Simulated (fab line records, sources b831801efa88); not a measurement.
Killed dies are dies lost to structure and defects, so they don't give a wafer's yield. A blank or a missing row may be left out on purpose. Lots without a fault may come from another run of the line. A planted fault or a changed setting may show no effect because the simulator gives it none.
Problem report in the 8D (eight disciplines) form, filled by code | flow gf180mcu | the parts of the form that need people (team, actions taken, sign-off) are left out

1. THE PROBLEM
HV_LDD_4_TW at GF_HV_LDD_TW_MEAS_50 reads a mean of 500 on 6 wafers of 2 lots; wafers without a fault read 567 with a standard deviation of 5.8. That is -11 standard deviations from the usual mean.
First seen on wafer L773.2, day 15 20:12, on film_metro-03. The record holds 38 wafers of 13 lots with a number at this step. Rule for "out", or "out of limits": more than 4 standard deviations from the usual mean. The other wafers with a number count as sound.

2. WHAT IT IS AND WHAT IT IS NOT
question                    | is                     | is not
which readings at this step | HV_LDD_4_TW            | -
which lots                  | L773, L774             | L763, L764, L775, L776, L777, L778, L781, L783, L784, L785, L786
which wafers of those lots  | all that have a number | -
read on which gauges        | film_metro-03          | film_metro-01, film_metro-04
when                        | from day 15 20:12      | up to then (5 sound wafers); but 27 sound wafers of L775, L776, L777, L778, L781, L783, L784, L785, L786 came after

3. SUSPECTS, AND WHAT RULES EACH OUT
Counting: a tool at a process step up to the reading stays a suspect if it ran every lot that is out and no sound lot after the first of them.
- the gauge at GF_HV_LDD_TW_MEAS_50: ruled out. All the wafers that are out were read on film_metro-03, but those of them that GF_HV_LDD_IMPLANT_48 has rows for are out there too, on other tools.
- plasma_asher-01 at GF_VT_IMPLANT_STRIP_31 (strips in O2/N2): ruled out as a lasting fault. Sound lots L783, L785, L786 ran on it after its first lot that is out, L773 (day 9 17:46).
- implanter-04 at GF_HV_LDD_IMPLANT_48: ruled out as a lasting fault. Sound lots L784, L785 ran on it after its first lot that is out, L773 (day 15 19:58).
Left after counting: nothing in the record.

4. THE CAUSE (what the simulator had put in)
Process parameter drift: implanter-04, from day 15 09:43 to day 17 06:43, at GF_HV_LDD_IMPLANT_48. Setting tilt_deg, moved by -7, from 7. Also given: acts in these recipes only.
Counting ruled it out, wrongly: the rule takes a fault to strike every lot that its tool runs from its start on, and this one did not.

5. THE CHAIN OF EFFECTS, in route order
Each row: a reading whose mean over the struck wafers that have a number lies more than 3 standard deviations from the usual. Only readings for which the record gives a usual standard deviation are gone through. hours: the time from each lot's start at the first step in this table that gives one to its start at this step, as a median over the lots. sigmas: the change in usual standard deviations.
hours | step                 | reading     | usual         | on struck wafers | change | sigmas
0     | GF_HV_LDD_IMPLANT_48 | tilt_deg    | 6.997 degrees | -0.004           | -7.001 | -99 or more
0     | GF_HV_LDD_TW_MEAS_50 | HV_LDD_4_TW | 567           | 500              | -66    | -11
The process steps in it:
- GF_HV_LDD_IMPLANT_48

6. WHAT WOULD HAVE CAUGHT IT SOONER
In this record the first reading out of limits at a measuring or inspecting step was taken at day 15 20:12, 10 hours after the fault began at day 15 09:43.
The tool's own readings at GF_HV_LDD_IMPLANT_48 were out on every struck wafer that the step has a row for (tilt_deg): an alarm limit on them would have fired on the first of those.
